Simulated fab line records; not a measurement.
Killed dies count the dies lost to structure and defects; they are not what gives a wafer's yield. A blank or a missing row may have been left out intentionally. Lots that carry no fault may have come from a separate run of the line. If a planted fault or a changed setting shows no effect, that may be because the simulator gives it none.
fab line records	flow sky130
record lots=5	wafers=15	last-day=50
route steps=708 shown SD_P@327 RES_XHIGH@332 SD_N@342 SALICIDE@361 PAD_OPEN@708
lots with no fault: from the same line, run without faults
start-h: start of the lot's first displayed wafer, in hours after the record's first day	wait-h: hours from the lot's prior step to this one	" identical to the entry in the row above	L1.1+2: one row covering several wafers at once	- no value, or no start was given	* or withheld: withheld	< > ~ a bound
route shown NAME@n: NAME is a module with steps in the file, n the number in the route of the first one	usual: mean/standard deviation of fault-free wafers	same: alike in all rows	chamber/n: place in a boat	sites: per-site readings	_std_site: standard deviation of those values	_edge_site: the outer-site mean with the inner-site mean subtracted	radius-mm: how far each site lies from the wafer's centre	mask NAME#n: copy n	behind: tool/chamber where the wafer was last shaped	hold: reason for holding the lot/hours on hold/outcome of the hold	device: names the non-switching transistor (n, p or np)	end of line: the same wafers' tests at the end of the route	where a step has no rows: the recipe by itself	killed: at the first sort, the dies lost to defects and structure; wafer yield is something else	map: a wafer's dies, marking killed ones x, the rest . and places with no die _
set.NAME: setting as actually run; set.NAME@STEP: the setting as run at that earlier step	model.NAME: the simulator's own value behind a step, which no gauge read
lots at selected steps of the route; one table per step, one row per wafer
services: the hour from which a tool's chamber was out of use, counted from the record's first day as start-h (under 0 if before that day), plus the number of hours and why
## steps
# step SKY_SD_P_CD_MEAS_07
# recipe target-cd-nm=380
# usual cd-nm=381.0/2.3
lot.wafer	tool	chamber	start-h	wait-h	cd-nm
L842.1	cd-sem-01	-	612.98	0.1	380.1
L842.3	"	-	"	"	380.3
L842.4	"	-	"	"	380.6
L843.3	cd-sem-02	-	634.68	0.1	382.5
L843.4	"	-	"	"	382.4
L843.5	"	-	"	"	382.8
L850.2	cd-sem-02	-	679.36	0.1	381.2
L850.3	"	-	"	"	381.5
L850.4	"	-	"	"	383.5
L856.2	cd-sem-01	-	729.80	0.1	379.2
L856.3	"	-	"	"	380.6
L856.6	"	-	"	"	378.3
L859.2	cd-sem-01	-	770.19	0.1	380.2
L859.3	"	-	"	"	384.3
L859.5	"	-	"	"	383.9
# step SKY_SD_P_OVL_MEAS_08
# usual SD_P_OVL=0.5/1.3
lot.wafer	tool	chamber	start-h	wait-h	SD_P_OVL[nm]
L842.1	overlay-02	-	613.10	0.1	-1.1
L842.3	"	-	"	"	-0.5
L842.4	"	-	"	"	-0.7
L843.3	overlay-02	-	634.77	0.1	0.4
L843.4	"	-	"	"	0.6
L843.5	"	-	"	"	0.6
L850.2	overlay-02	-	679.46	0.1	0.1
L850.3	"	-	"	"	1.1
L850.4	"	-	"	"	0.3
L856.2	overlay-01	-	729.91	0.1	2.7
L856.3	"	-	"	"	3.0
L856.6	"	-	"	"	2.1
L859.2	overlay-02	-	770.30	0.1	-0.2
L859.3	"	-	"	"	0.8
L859.5	"	-	"	"	1.2
# step SKY_SD_P_IMPLANT_09
# recipe species=BF2	energy-kev=20	dose-cm2=3e+15	tilt-deg=0
# step SKY_SD_P_STRIP_10
# recipe chemistry=O2/N2	power-w=1400	pressure-mtorr=1500	platen-temp-c=withheld	o2-flow-sccm=3000	n2-flow-sccm=300	overash-fraction=0.5
# usual drypump-motor-current-A=5.73/0.2	n2-flow-sccm=299.9/0.88	oes-product-au=0.616/0.0041	strip-time-to-endpoint-s=17.48/0.038
lot.wafer	tool	chamber	start-h	wait-h	drypump-motor-current-A	n2-flow-sccm	oes-product-au	rf-hours-counter-h	strip-time-to-endpoint-s
L842.1	plasma-asher-01	1	613.29	0.1	5.90	300.5	0.620	89	17.46
L842.3	"	1	"	"	5.90	302.0	0.622	-	17.46
L842.4	"	0	"	"	5.71	299.9	0.613	-	17.47
L843.3	plasma-asher-01	1	635.55	0.1	5.92	298.7	0.622	-	17.54
L843.4	"	0	"	"	5.70	300.5	0.622	-	17.50
L843.5	"	0	"	"	5.72	299.5	0.615	-	17.49
L850.2	plasma-asher-04	0	679.64	0.1	5.69	301.4	0.615	23	17.54
L850.3	"	0	"	"	5.68	301.4	0.613	-	17.54
L850.4	"	1	"	"	5.70	299.7	0.618	-	17.51
L856.2	plasma-asher-04	1	730.09	0.1	5.68	300.0	0.610	29	17.51
L856.3	"	0	"	"	5.69	299.5	0.616	-	17.48
L856.6	"	1	"	"	5.69	299.0	0.614	-	17.49
L859.2	plasma-asher-04	1	770.48	0.1	5.76	299.8	0.614	34	17.48
L859.3	"	1	"	"	5.75	299.6	0.615	-	17.46
L859.5	"	1	"	"	5.76	298.7	0.613	-	17.43
# step SKY_SD_P_TW_MEAS_11
# usual SD_P_TW=2862/14
lot.wafer	tool	chamber	start-h	wait-h	SD_P_TW
L842.1	film-metro-03	-	613.39	0.1	2853
L842.3	"	-	"	"	2857
L842.4	"	-	"	"	2843
L843.3	film-metro-04	-	635.64	0.1	2873
L843.4	"	-	"	"	2862
L843.5	"	-	"	"	2862
L850.2	film-metro-01	-	679.75	0.1	2857
L850.3	"	-	"	"	2855
L850.4	"	-	"	"	2866
L856.2	film-metro-01	-	730.20	0.1	2856
L856.3	"	-	"	"	2874
L856.6	"	-	"	"	2868
L859.2	film-metro-01	-	770.59	0.1	2863
L859.3	"	-	"	"	2865
L859.5	"	-	"	"	2863
# step SKY_RES_XHIGH_DEHYDRATE_00
# recipe temp-c=200	time-s=60
# step SKY_RES_XHIGH_HMDS_01
# recipe prime-time-s=60	prime-temp-c=120
# step SKY_RES_XHIGH_COAT_02
# recipe resist=NOVOLAK	spin-rpm=3000	resist-thk-nm=1140
# step SKY_RES_XHIGH_SOFTBAKE_03
# recipe temp-c=90	time-s=60	resist=NOVOLAK
# step SKY_RES_XHIGH_EXPOSE_04
# recipe mask-id=URPM	na=0.6	source-shape=conventional	sigma-outer=0.6	polarization=unpolarized	target-cd-nm=1270	dose-mj=140
# step SKY_RES_XHIGH_PEB_05
# recipe temp-c=withheld	time-s=*	resist=NOVOLAK
# step SKY_RES_XHIGH_DEVELOP_06
# recipe resist=NOVOLAK	developer=TMAH	develop-time-s=60	dev-temp-c=23
# step SKY_RES_XHIGH_IMPLANT_07
# recipe species=BF2	energy-kev=20	dose-cm2=3.6e+14	tilt-deg=0
# usual tilt-deg=0.001/0.019
lot.wafer	tool	chamber	start-h	wait-h	tilt-deg
L842.1	implanter-04	0	642.18	0.1	0.019
L842.3	"	0	"	"	0.041
L842.4	"	0	"	"	0.016
L843.3	implanter-03	0	663.28	0.1	-0.024
L843.4	"	0	"	"	-0.008
L843.5	"	0	"	"	-0.012
L850.2	implanter-03	0	707.76	0.1	-0.032
L850.3	"	0	"	"	-0.037
L850.4	"	0	"	"	-0.033
L856.2	implanter-04	0	757.26	0.1	0.035
L856.3	"	0	"	"	0.025
L856.6	"	0	"	"	0.001
L859.2	implanter-04	0	796.26	0.1	-0.015
L859.3	"	0	"	"	0.002
L859.5	"	0	"	"	-0.003
# step SKY_RES_XHIGH_STRIP_08
# recipe chemistry=O2/N2	power-w=1400	pressure-mtorr=1500	platen-temp-c=withheld	o2-flow-sccm=3000	n2-flow-sccm=300	overash-fraction=0.5
# usual drypump-motor-current-A=5.7/0.32	n2-flow-sccm=300.1/0.92	oes-product-au=0.711/0.0045	strip-time-to-endpoint-s=14.26/0.035
lot.wafer	tool	chamber	start-h	wait-h	drypump-motor-current-A	n2-flow-sccm	oes-product-au	rf-hours-counter-h	strip-time-to-endpoint-s
L842.1	plasma-asher-02	0	642.33	0.1	5.3	302.6	0.712	53	14.27
L842.3	"	0	"	"	5.3	300.5	0.708	-	14.23
L842.4	"	1	"	"	6.1	299.9	0.708	-	14.29
L843.3	plasma-asher-04	1	663.42	0.1	5.7	300.1	0.717	-	14.30
L843.4	"	0	"	"	5.7	299.8	0.719	-	14.28
L843.5	"	1	"	"	5.7	300.1	0.717	-	14.30
L850.2	plasma-asher-02	1	707.89	0.1	6.1	301.6	0.711	59	14.29
L850.3	"	1	"	"	6.1	301.6	0.719	-	14.30
L850.4	"	0	"	"	5.3	299.1	0.714	-	14.24
L856.2	plasma-asher-03	0	757.38	0.1	6.2	300.9	0.717	98	14.22
L856.3	"	0	"	"	6.2	301.2	0.710	-	14.25
L856.6	"	1	"	"	5.2	300.4	0.715	-	14.21
L859.2	plasma-asher-02	1	796.38	0.1	6.1	300.1	0.715	65	14.28
L859.3	"	1	"	"	6.1	298.7	0.710	-	14.28
L859.5	"	0	"	"	5.3	300.5	0.705	-	14.25
# step SKY_RES_XHIGH_TW_MEAS_09
# usual RES_XHIGH_TW=1659/7.3
lot.wafer	tool	chamber	start-h	wait-h	RES_XHIGH_TW
L842.1	film-metro-01	-	642.43	0.1	1655
L842.3	"	-	"	"	1666
L842.4	"	-	"	"	1662
L843.3	film-metro-01	-	663.50	0.1	1655
L843.4	"	-	"	"	1652
L843.5	"	-	"	"	1661
L850.2	film-metro-01	-	708.00	0.1	1672
L850.3	"	-	"	"	1669
L850.4	"	-	"	"	1628
L856.2	film-metro-01	-	757.49	0.1	1657
L856.3	"	-	"	"	1668
L856.6	"	-	"	"	1654
L859.2	film-metro-03	-	796.49	0.1	1656
L859.3	"	-	"	"	1663
L859.5	"	-	"	"	1659
# step SKY_SD_N_DEHYDRATE_00
# recipe temp-c=200	time-s=60
# step SKY_SD_N_HMDS_01
# recipe prime-time-s=60	prime-temp-c=120
# step SKY_SD_N_COAT_02
# recipe resist=NOVOLAK	spin-rpm=3000	resist-thk-nm=1140
# step SKY_SD_N_SOFTBAKE_03
# recipe temp-c=90	time-s=60	resist=NOVOLAK
# step SKY_SD_N_EXPOSE_04
# recipe mask-id=NSDM	na=0.6	source-shape=conventional	sigma-outer=0.6	polarization=unpolarized	target-cd-nm=380	dose-mj=141
# step SKY_SD_N_PEB_05
# recipe temp-c=withheld	time-s=*	resist=NOVOLAK
# step SKY_SD_N_DEVELOP_06
# recipe resist=NOVOLAK	developer=TMAH	develop-time-s=60	dev-temp-c=23
# step SKY_SD_N_CD_MEAS_07
# recipe target-cd-nm=380
# usual cd-nm=380.0/2.5
lot.wafer	tool	chamber	start-h	wait-h	cd-nm
L842.1	cd-sem-02	-	670.58	0.1	379.1
L842.3	"	-	"	"	381.8
L842.4	"	-	"	"	377.9
L843.3	cd-sem-01	-	690.96	0.1	381.8
L843.4	"	-	"	"	385.5
L843.5	"	-	"	"	384.3
L850.2	cd-sem-02	-	735.45	0.1	380.4
L850.3	"	-	"	"	378.9
L850.4	"	-	"	"	381.2
L856.2	cd-sem-02	-	783.74	0.1	380.1
L856.3	"	-	"	"	379.9
L856.6	"	-	"	"	382.2
L859.2	cd-sem-01	-	822.30	0.1	379.0
L859.3	"	-	"	"	379.1
L859.5	"	-	"	"	379.5
# step SKY_SD_N_OVL_MEAS_08
# usual SD_N_OVL=1.8/1.4
lot.wafer	tool	chamber	start-h	wait-h	SD_N_OVL[nm]
L842.1	overlay-02	-	670.70	0.1	2.0
L842.3	"	-	"	"	2.7
L842.4	"	-	"	"	-0.6
L843.3	overlay-02	-	691.06	0.1	2.1
L843.4	"	-	"	"	3.1
L843.5	"	-	"	"	1.8
L850.2	overlay-01	-	735.56	0.1	0.9
L850.3	"	-	"	"	1.0
L850.4	"	-	"	"	1.4
L856.2	overlay-02	-	783.85	0.1	2.3
L856.3	"	-	"	"	1.7
L856.6	"	-	"	"	2.7
L859.2	overlay-02	-	822.41	0.1	1.5
L859.3	"	-	"	"	1.4
L859.5	"	-	"	"	1.6
# step SKY_SD_N_IMPLANT_09
# recipe species=As	energy-kev=50	dose-cm2=4e+15	tilt-deg=0
# step SKY_SD_N_IMPLANT_10
# recipe species=P	energy-kev=20	dose-cm2=1e+14	tilt-deg=0
# step SKY_SD_N_STRIP_11
# recipe chemistry=O2/N2	power-w=1400	pressure-mtorr=1500	platen-temp-c=withheld	o2-flow-sccm=3000	n2-flow-sccm=300	overash-fraction=0.5
# usual drypump-motor-current-A=5.7/0.41	n2-flow-sccm=300.1/0.86	oes-product-au=0.527/0.0045	strip-time-to-endpoint-s=22.54/0.037
lot.wafer	tool	chamber	start-h	wait-h	drypump-motor-current-A	n2-flow-sccm	oes-product-au	rf-hours-counter-h	strip-time-to-endpoint-s
L842.1	plasma-asher-03	0	671.04	0.1	6.2	299.7	0.521	88	22.62
L842.3	"	1	"	"	5.1	299.1	0.529	-	22.60
L842.4	"	0	"	"	6.2	299.8	0.521	-	22.61
L843.3	plasma-asher-01	1	691.41	0.1	5.9	300.3	0.531	-	22.54
L843.4	"	0	"	"	5.7	301.0	0.535	-	22.48
L843.5	"	0	"	"	5.7	300.8	0.531	-	22.53
L850.2	plasma-asher-03	1	735.89	0.1	5.2	300.2	0.521	95	22.49
L850.3	"	1	"	"	5.2	300.3	0.528	-	22.50
L850.4	"	0	"	"	6.2	299.0	0.520	-	22.47
L856.2	plasma-asher-01	0	784.18	0.1	5.7	298.9	0.530	4	22.51
L856.3	"	0	"	"	5.8	298.2	0.526	-	22.57
L856.6	"	0	"	"	5.7	299.9	0.529	-	22.58
L859.2	plasma-asher-01	0	822.74	0.1	5.7	298.9	0.529	8	22.52
L859.3	"	1	"	"	5.9	298.6	0.535	-	22.52
L859.5	"	0	"	"	5.7	299.2	0.531	-	22.52
# step SKY_SD_N_TW_MEAS_12
# usual SD_N_TW=4035/22
lot.wafer	tool	chamber	start-h	wait-h	SD_N_TW
L842.1	film-metro-01	-	671.14	0.1	4058
L842.3	"	-	"	"	4050
L842.4	"	-	"	"	4036
L843.3	film-metro-04	-	691.50	0.1	4027
L843.4	"	-	"	"	4043
L843.5	"	-	"	"	4030
L850.2	film-metro-03	-	736.00	0.1	4051
L850.3	"	-	"	"	4018
L850.4	"	-	"	"	4026
L856.2	film-metro-03	-	784.29	0.1	4075
L856.3	"	-	"	"	4093
L856.6	"	-	"	"	4068
L859.2	film-metro-03	-	822.85	0.1	4029
L859.3	"	-	"	"	4041
L859.5	"	-	"	"	4038
# step SKY_SD_N_CLEAN_13
# recipe chemistry=SC1/SC2	mix=1:4:20	temp-c=70	time-s=150	dry=n2-spin
# step SKY_SD_N_RTA_14
# recipe temp-c=1075	time-s=2	idle-temp-c=650	ramp-up-c-per-s=150	ramp-down-c-per-s=90	ambient=N2
# usual lamp-power-pct=15.73/0.046	ramp-down-c-per-s=89.999/0.017	wafer_temp_C_max=1078.1/1.3
lot.wafer	tool	chamber	start-h	wait-h	lamp-power-pct	ramp-down-c-per-s	wafer_temp_C_max
L842.1	rtp-anneal-02	0	671.25	0.0	15.78	90.009	1078.3
L842.3	"	0	"	"	15.68	89.988	1076.3
L842.4	"	0	"	"	15.76	89.970	1078.0
L843.3	rtp-anneal-01	0	691.62	0.0	15.70	89.997	1078.2
L843.4	"	0	"	"	15.75	90.010	1076.8
L843.5	"	0	"	"	15.75	89.986	1077.0
L850.2	rtp-anneal-02	0	736.11	0.0	15.81	89.998	1077.0
L850.3	"	0	"	"	15.72	90.006	1076.7
L850.4	"	0	"	"	15.82	89.989	1080.5
L856.2	rtp-anneal-02	0	784.40	0.0	15.72	90.026	1078.1
L856.3	"	0	"	"	15.78	89.988	1079.4
L856.6	"	0	"	"	15.87	90.002	1078.4
L859.2	rtp-anneal-01	0	822.96	0.0	15.64	89.984	1077.2
L859.3	"	0	"	"	15.79	90.008	1077.3
L859.5	"	0	"	"	15.73	90.013	1078.6
# step SKY_SD_N_RS_MEAS_16
# recipe thk-meas-gauge=four-point-probe
# usual SD_N_RS=68.59/0.12
lot.wafer	tool	chamber	start-h	wait-h	SD_N_RS[ohm/sq]
L842.1	film-metro-01	-	671.42	0.1	68.82
L842.3	"	-	"	"	68.82
L842.4	"	-	"	"	68.81
L843.3	film-metro-01	-	691.81	0.1	68.68
L843.4	"	-	"	"	68.63
L843.5	"	-	"	"	68.61
L850.2	film-metro-01	-	736.30	0.1	68.70
L850.3	"	-	"	"	68.44
L850.4	"	-	"	"	68.61
L856.2	film-metro-01	-	784.58	0.1	68.40
L856.3	"	-	"	"	68.67
L856.6	"	-	"	"	68.44
L859.2	film-metro-01	-	823.14	0.1	68.69
L859.3	"	-	"	"	68.64
L859.5	"	-	"	"	68.83
# step SKY_SD_N_RS_MEAS_17
# recipe thk-meas-gauge=four-point-probe
# usual SD_P_RS=147.2/0.4
lot.wafer	tool	chamber	start-h	wait-h	SD_P_RS[ohm/sq]
L842.1	film-metro-01	-	671.54	0.1	147.9
L842.3	"	-	"	"	148.0
L842.4	"	-	"	"	147.6
L843.3	film-metro-01	-	691.93	0.1	147.2
L843.4	"	-	"	"	146.9
L843.5	"	-	"	"	146.9
L850.2	film-metro-01	-	736.42	0.1	147.3
L850.3	"	-	"	"	147.0
L850.4	"	-	"	"	147.2
L856.2	film-metro-01	-	784.70	0.1	146.8
L856.3	"	-	"	"	146.6
L856.6	"	-	"	"	146.7
L859.2	film-metro-01	-	823.26	0.1	147.4
L859.3	"	-	"	"	147.2
L859.5	"	-	"	"	147.1
# step SKY_SD_N_RS_MEAS_18
# recipe thk-meas-gauge=four-point-probe
# usual RES_XHIGH_RS=333.3/1.1
lot.wafer	tool	chamber	start-h	wait-h	RES_XHIGH_RS[ohm/sq]
L842.1	film-metro-01	-	671.66	0.1	334.3
L842.3	"	-	"	"	334.5
L842.4	"	-	"	"	334.4
L843.3	film-metro-01	-	692.05	0.1	336.4
L843.4	"	-	"	"	335.5
L843.5	"	-	"	"	334.9
L850.2	film-metro-01	-	736.54	0.1	333.7
L850.3	"	-	"	"	333.4
L850.4	"	-	"	"	358.7
L856.2	film-metro-01	-	784.82	0.1	333.8
L856.3	"	-	"	"	333.3
L856.6	"	-	"	"	333.9
L859.2	film-metro-01	-	823.38	0.1	335.5
L859.3	"	-	"	"	334.5
L859.5	"	-	"	"	335.0
# step SKY_SALICIDE_CLEAN_00
# recipe chemistry=HF-last	time-s=30	dilution=100:1	dry=ipa-marangoni
# step SKY_PAD_OPEN_PROBE_99
# usual killed_at_M0_to_M3=44/7.2	killed_at_M4_up=3.1/1.7	killed-at-contacts=25/5.1	killed-at-front-end=14/4.6	killed-at-other=0.3/0.59	killed-dies=86/9.6	killed-open=47/7.4	killed-short=39/6
# same gross-dies=492	killed-at-back-side=0
lot.wafer	tool	chamber	start-h	wait-h	killed_at_M0_to_M3	killed_at_M4_up	killed-at-contacts	killed-at-front-end	killed-at-other	killed-dies	killed-open	killed-short	model.etest.res-xhigh-po.rs-ohm-sq-range	model.etest.res-xhigh-po.rs-ohm-sq-rim-less-centre
L842.1	prober-01	-	1089.60	0.1	42	4	22	10	1	79	38	41	96.54	64.25
L842.3	prober-01	-	1089.70	0.2	48	3	18	10	0	79	43	36	57.73	35.83
L842.4	prober-01	-	1089.75	0.2	41	8	23	13	2	87	47	40	70.87	57.23
L843.3	prober-01	-	1105.73	0.2	37	0	19	13	2	71	32	39	83.69	69.67
L843.4	prober-01	-	1105.78	0.2	41	1	23	4	1	70	36	34	109.9	72.49
L843.5	prober-01	-	1105.83	0.2	49	3	27	18	0	97	50	47	86.99	65.19
L850.2	prober-02	-	1140.18	0.1	66	3	16	15	0	100	56	44	72.49	-50.41
L850.3	prober-02	-	1140.23	0.2	43	3	33	14	0	93	46	47	63.12	-49.82
L850.4	prober-02	-	1140.28	0.2	57	3	21	16	0	97	62	35	1578	318.2
L856.2	prober-02	-	1167.76	0.1	44	3	31	13	1	92	51	41	95.82	-78.36
L856.3	prober-02	-	1167.81	0.2	52	2	19	18	0	91	46	45	79.69	-52.27
L856.6	prober-02	-	1167.96	0.2	46	4	22	14	1	87	47	40	94.18	-72.86
L859.2	prober-01	-	1194.20	0.1	50	2	22	15	0	89	54	35	72.02	41.92
L859.3	prober-01	-	1194.25	0.2	59	1	30	8	1	99	62	37	57.7	32.44
L859.5	prober-01	-	1194.35	0.2	40	2	25	14	0	81	42	39	56.35	27.29
# killed by level:class
L842.1 VIA1:geometric-particle:open=9 METAL1:geometric-particle:short=9 METAL2:geometric-particle:short=8 LI_CONTACT:geometric-particle:open=6 LOCAL_INTERCONNECT:geometric-particle:short=6 VIA3:geometric-particle:open=5 FIELD_ISO:geometric-particle:open=4 CONTACT:geometric-particle:open=4
L842.3 VIA1:geometric-particle:open=10 LOCAL_INTERCONNECT:geometric-particle:short=7 VIA3:geometric-particle:open=7 VIA2:geometric-particle:open=7 CONTACT:geometric-particle:open=6 METAL3:geometric-particle:short=5 METAL2:geometric-particle:short=5 FIELD_ISO:geometric-particle:open=4
L842.4 VIA3:geometric-particle:open=11 CONTACT:geometric-particle:open=8 VIA1:geometric-particle:open=7 LOCAL_INTERCONNECT:geometric-particle:short=6 METAL4:geometric-particle:short=6 FIELD_ISO:geometric-particle:open=4 POLY_CUT:geometric-particle:open=4 LI_CONTACT:geometric-particle:open=4
L843.3 FIELD_ISO:geometric-particle:short=6 METAL1:geometric-particle:short=6 VIA1:geometric-particle:open=6 VIA2:geometric-particle:open=6 CONTACT:geometric-particle:short=5 CONTACT:geometric-particle:open=5 VIA3:geometric-particle:short=5 LOCAL_INTERCONNECT:geometric-particle:short=4
L843.4 CONTACT:geometric-particle:open=12 VIA3:geometric-particle:short=7 VIA1:geometric-particle:open=6 VIA3:geometric-particle:open=6 VIA2:geometric-particle:open=6 CONTACT:geometric-particle:short=4 VIA1:geometric-particle:short=4 METAL2:geometric-particle:short=4
L843.5 VIA1:geometric-particle:open=11 CONTACT:geometric-particle:open=8 VIA3:geometric-particle:open=8 LI_CONTACT:geometric-particle:open=7 VIA1:geometric-particle:short=7 CONTACT:geometric-particle:short=6 VIA2:geometric-particle:short=5 METAL1:geometric-particle:short=5
L850.2 VIA1:geometric-particle:open=12 VIA2:geometric-particle:open=11 VIA3:geometric-particle:open=10 METAL2:geometric-particle:short=10 METAL1:geometric-particle:short=7 POLY_GATE:geometric-particle:open=6 VIA1:geometric-particle:short=6 CONTACT:geometric-particle:open=5
L850.3 CONTACT:geometric-particle:open=11 LI_CONTACT:geometric-particle:open=10 METAL2:geometric-particle:short=8 METAL1:geometric-particle:short=7 VIA1:geometric-particle:open=7 CONTACT:geometric-particle:short=7 VIA1:geometric-particle:short=6 VIA2:geometric-particle:open=6
L850.4 VIA1:geometric-particle:open=20 CONTACT:geometric-particle:open=10 METAL2:geometric-particle:short=9 VIA3:geometric-particle:open=7 VIA2:geometric-particle:open=6 FIELD_ISO:geometric-particle:open=4 POLY_GATE:geometric-particle:short=4 METAL1:geometric-particle:short=4
L856.2 CONTACT:geometric-particle:open=11 LI_CONTACT:geometric-particle:open=9 VIA2:geometric-particle:open=8 CONTACT:geometric-particle:short=6 VIA1:geometric-particle:short=6 METAL2:geometric-particle:short=5 METAL1:geometric-particle:short=5 VIA1:geometric-particle:open=5
L856.3 VIA1:geometric-particle:open=17 CONTACT:geometric-particle:open=11 METAL3:geometric-particle:short=9 METAL2:geometric-particle:short=5 FIELD_ISO:geometric-particle:open=4 POLY_GATE:geometric-particle:short=4 CONTACT:geometric-particle:short=4 VIA1:geometric-particle:short=4
L856.6 VIA1:geometric-particle:open=13 LI_CONTACT:geometric-particle:open=8 VIA2:geometric-particle:open=8 VIA3:geometric-particle:open=6 METAL2:geometric-particle:short=5 VIA3:geometric-particle:short=5 FIELD_ISO:geometric-particle:open=4 CONTACT:geometric-particle:short=4
L859.2 VIA1:geometric-particle:open=19 LI_CONTACT:geometric-particle:open=7 POLY_GATE:geometric-particle:open=6 CONTACT:geometric-particle:open=6 VIA1:geometric-particle:short=6 VIA2:geometric-particle:open=5 LOCAL_INTERCONNECT:geometric-particle:short=4 VIA3:geometric-particle:open=4
L859.3 CONTACT:geometric-particle:open=12 VIA1:geometric-particle:open=10 VIA2:geometric-particle:open=10 LI_CONTACT:geometric-particle:open=9 VIA3:geometric-particle:open=9 METAL2:geometric-particle:short=7 VIA1:geometric-particle:short=4 VIA3:geometric-particle:short=4
L859.5 CONTACT:geometric-particle:open=9 METAL1:geometric-particle:short=7 LI_CONTACT:geometric-particle:open=6 VIA3:geometric-particle:open=6 VIA1:geometric-particle:open=6 VIA2:geometric-particle:open=6 FIELD_ISO:geometric-particle:open=5 VIA1:geometric-particle:short=5
## services
tool	chamber	start-h	hours	kind
plasma-asher-04	-	604.34	2.2	repair
implanter-04	-	629.64	0.6	repair
rtp-anneal-02	-	630.11	1.6	repair
plasma-asher-01	-	639.65	21.7	repair
implanter-03	-	639.97	4.0	pm
plasma-asher-02	-	685.19	8.8	repair
implanter-04	-	693.14	1.5	repair
plasma-asher-02	-	712.78	1.4	repair
plasma-asher-02	-	726.41	29.4	pm
plasma-asher-01	-	733.75	9.0	pm
plasma-asher-01	0	733.75	9.0	vent-cycle
plasma-asher-01	1	733.75	9.0	vent-cycle
plasma-asher-04	-	740.30	0.8	repair
plasma-asher-01	0	742.75	-	clean
plasma-asher-01	1	742.75	-	clean
implanter-04	-	766.47	3.3	pm
## key
first-sign step=SKY_RES_XHIGH_TW_MEAS_09	reading=RES_XHIGH_TW	direction=down	sigmas=4.2	usual=1659	struck=1628
effect step=SKY_SD_N_RS_MEAS_18	reading=RES_XHIGH_RS	direction=up	sigmas=22	usual=333.3	struck=358.7
model-effect step=SKY_PAD_OPEN_PROBE_99	value=etest.res-xhigh-po.rs-ohm-sq-range	without=65.64	struck=1578
met-at SKY_RES_XHIGH_IMPLANT_07
struck-wafers L850.4
tester-left-out L850
onset-between 663.28 707.76
fault kind=process-parameter-drift	tool=implanter-03	chamber=-	onset-h=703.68	steps=SKY_RES_XHIGH_IMPLANT_07	channel=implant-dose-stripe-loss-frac	offset=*	shape=step	end-h=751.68	scope=struck-wafers-only
# tester-left-out: of these lots the tester's yield and bins aren't shown, on N5 and GAA mostly nor the transistor test; their killed dies are dies lost to structure and defects alone, not to doping, threshold or leakage, so they don't give the yield
